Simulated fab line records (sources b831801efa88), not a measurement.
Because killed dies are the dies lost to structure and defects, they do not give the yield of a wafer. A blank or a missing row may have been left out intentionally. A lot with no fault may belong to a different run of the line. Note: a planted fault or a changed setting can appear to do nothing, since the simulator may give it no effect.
Shared-tool check	flow gf180mcu	Sampled: 12 lots, 36 wafers

== WHAT PROMPTED THE OPENING ==
GF_HV_LDD_THK_MEAS_57, reading HV_LDD_CVD_56_THK: flagged on 3 of 12 lots. Fault-free wafers read 90.0 nm, with a standard deviation of 0.75.
Rule: a lot is flagged when every wafer of it that has a number lies more than 4 standard deviations from that mean, or none has a number. All remaining lots are regarded as sound.

lot	measured	on	HV_LDD_CVD_56_THK (nm), wafer by wafer	flag
L762	day 13 09:38	filmMetro-03	89.6 88.3 88.8	
L765	day 14 07:29	filmMetro-03	90.4 89.3 90.4	
L767	day 14 22:02	filmMetro-03	89.7 89.8 90.2	
L768	day 15 10:34	filmMetro-04	89.7 90.0 88.0	
L769	day 15 19:02	filmMetro-02	95.6 95.8 95.8	FLAGGED
L770	day 16 02:29	filmMetro-04	98.0 98.1 97.5	FLAGGED
L771	day 16 15:04	filmMetro-04	96.2 95.5 96.0	FLAGGED
L778	day 18 19:10	filmMetro-02	89.9 91.2 91.0	
L779	day 19 08:44	filmMetro-04	90.8 90.0 90.1	
L780	day 20 06:53	filmMetro-04	89.5 89.4 89.1	
L781	day 20 10:22	filmMetro-04	90.3 89.4 89.2	
L782	day 20 23:17	filmMetro-03	89.4 89.5 89.5	
The numbers of the flagged lots are 96.5 nm on average: +6.5 nm against the usual, or +9 standard deviations.

== WHICH TOOL EACH LOT WENT THROUGH ==
The record holds 1 process step before the reading, out of a route of 602 steps. Read each cell as the tool, then ch plus the chambers that the sampled wafers visited, then the start.
lot	flag	GF_HV_LDD_CVD_56
L762		lpcvd-01 ch 0, day 13 08:11
L765		lpcvd-01 ch 1, day 14 06:04
L767		lpcvd-01 ch 1, day 14 20:36
L768		lpcvd-01 ch 1, day 15 09:08
L769	FLAGGED	lpcvd-01 ch 1, day 15 17:34
L770	FLAGGED	lpcvd-01 ch 0, day 16 01:02
L771	FLAGGED	lpcvd-01 ch 1, day 16 13:38
L778		lpcvd-02 ch 0, day 18 17:44
L779		lpcvd-02 ch 1, day 19 07:18
L780		lpcvd-02 ch 0, day 20 05:27
L781		lpcvd-01 ch 0, day 20 08:56
L782		lpcvd-01 ch 0, day 20 21:08
What the steps here do:
- GF_HV_LDD_CVD_56: deposits Si3N4 from DCS/NH3, target thk 90 nm, time 1543 s.
- GF_HV_LDD_THK_MEAS_57

== FLAGGED AGAINST TOTAL, ONE TOOL AT A TIME (gauges that did the reading follow at the end) ==
step	tool	lots run	flagged	share of the flagged lots	sound lots run after its first flagged lot
GF_HV_LDD_CVD_56	lpcvd-01	9	3	all	2 (L781,L782)
GF_HV_LDD_CVD_56	lpcvd-02	3	0	none	-
GF_HV_LDD_THK_MEAS_57	filmMetro-02	2	1	some	1 (L778)
GF_HV_LDD_THK_MEAS_57	filmMetro-03	4	0	none	-
GF_HV_LDD_THK_MEAS_57	filmMetro-04	6	2	some	3 (L779,L780,L781)

== WHAT THE TABLE PERMITS ==
In the table, 1 row covers all flagged lots: lpcvd-01 at GF_HV_LDD_CVD_56.
- lpcvd-01 at GF_HV_LDD_CVD_56 ran 9 lots, 3 of them flagged. After the first flagged lot (L781, L782), sound lots still ran on it; a lasting fault on the whole tool would not permit that.
No row of the table ran every flagged lot and no sound lot after the first.

== WHAT THE SIMULATOR HAD INSERTED ==
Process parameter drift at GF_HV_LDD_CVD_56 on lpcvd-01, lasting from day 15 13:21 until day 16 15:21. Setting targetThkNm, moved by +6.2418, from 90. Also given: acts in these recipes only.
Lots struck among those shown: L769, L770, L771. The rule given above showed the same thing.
